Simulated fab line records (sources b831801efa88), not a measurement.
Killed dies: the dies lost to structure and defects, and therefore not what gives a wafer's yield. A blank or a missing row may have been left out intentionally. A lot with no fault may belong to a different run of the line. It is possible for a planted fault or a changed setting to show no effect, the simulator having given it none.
8D (eight disciplines) problem report, filled in by code + flow sky130 + the parts of the form that need people (team, actions taken, sign-off) are left out

1. WHAT WENT WRONG
Across 6 wafers from 2 lots, LDD_LDN_TW at SKY_LDD_LDN_TW_MEAS_13 averages 1572, while fault-free wafers read 1476 with a standard deviation of 7.4. That is +13 standard deviations from the usual mean.
First observed at day 24 16:46: wafer L225.1, on film-metro-03. At this step, 39 wafers from 13 lots have a number in the record. Rule for "out", or "out of limits": more than 4 standard deviations from the usual mean. Any other wafer with a number is counted as sound.

2. WHAT IT IS, AND WHAT IT ISN'T
| question                    | is                           | is not                                                                                                              |
|-----------------------------|------------------------------|---------------------------------------------------------------------------------------------------------------------|
| which readings at this step | LDD_LDN_TW                   | -                                                                                                                   |
| which lots                  | L225, L226                   | L223, L224, L234, L235, L236, L237, L238, L240, L241, L242, L244                                                    |
| which wafers of those lots  | all that have a number       | -                                                                                                                   |
| read on which gauges        | film-metro-03, film-metro-04 | film-metro-01                                                                                                       |
| when                        | from day 24 16:46            | up to then (6 sound wafers); but 27 sound wafers of L234, L235, L236, L237, L238, L240, L241, L242, L244 came after |

3. THE SUSPECTS, EACH WITH WHAT RULES IT OUT
Counting: any tool at a process step up to the reading is kept as a suspect provided that every lot that is out went through it and no sound lot did after the first of them.
- the gauge at SKY_LDD_LDN_TW_MEAS_13 has been ruled out. Those wafers that are out were read across 2 gauges (film-metro-03, film-metro-04).
- implanter-02 at SKY_LDD_LDN_IMPLANT_09: ruled out as a lasting fault. The sound lots L236, L240, L244 went through it after L225, its earliest lot that is out (day 24 16:13).
Left after counting: nothing in the record.

4. THE CAUSE (what the simulator had put in)
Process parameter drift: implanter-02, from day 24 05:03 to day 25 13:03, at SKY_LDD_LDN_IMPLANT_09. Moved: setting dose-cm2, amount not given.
The count ruled it out by mistake, since the rule takes a fault to strike every lot its tool runs from the start of the fault on, and this one did not do so.

5. SEQUENCE OF EFFECTS, ordered by route
Each row: a reading where the mean over the struck wafers with a number is more than 3 standard deviations away from the usual. Only readings whose record carries a usual standard deviation are examined. hours: median over the lots of the time between each lot's start at the first step of this table that gives one and its start at this step. sigmas: the change, counted in usual standard deviations.
| hours | step                   | reading            | usual      | on struck wafers | change      | sigmas      |
|-------|------------------------|--------------------|------------|------------------|-------------|-------------|
| 0     | SKY_LDD_LDN_IMPLANT_09 | dose-ions-cm2      | 1.2499e+13 | 2.4481e+13       | +1.1982e+13 | +99 or more |
| 0     | SKY_LDD_LDN_IMPLANT_09 | faraday-current-uA | 70.5       | 138.4            | +67.9       | +48         |
| 1     | SKY_LDD_LDN_TW_MEAS_13 | LDD_LDN_TW         | 1476       | 1572             | +96         | +13         |
The process steps in it:
- SKY_LDD_LDN_IMPLANT_09
At these later measuring or inspecting steps, every struck wafer for which the step has a row has a number for every such reading, and none has moved that far: SKY_SD_P_OVL_MEAS_08.

6. WHAT WOULD HAVE CAUGHT IT SOONER
12 hours passed between the start of the fault at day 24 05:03 and the first reading out of limits at a measuring or inspecting step in this record, taken at day 24 16:46.
At SKY_LDD_LDN_IMPLANT_09, the tool's own readings (dose-ions-cm2, faraday-current-uA) were out on each struck wafer the step has a row for, so an alarm limit on them would have fired on the first such wafer.
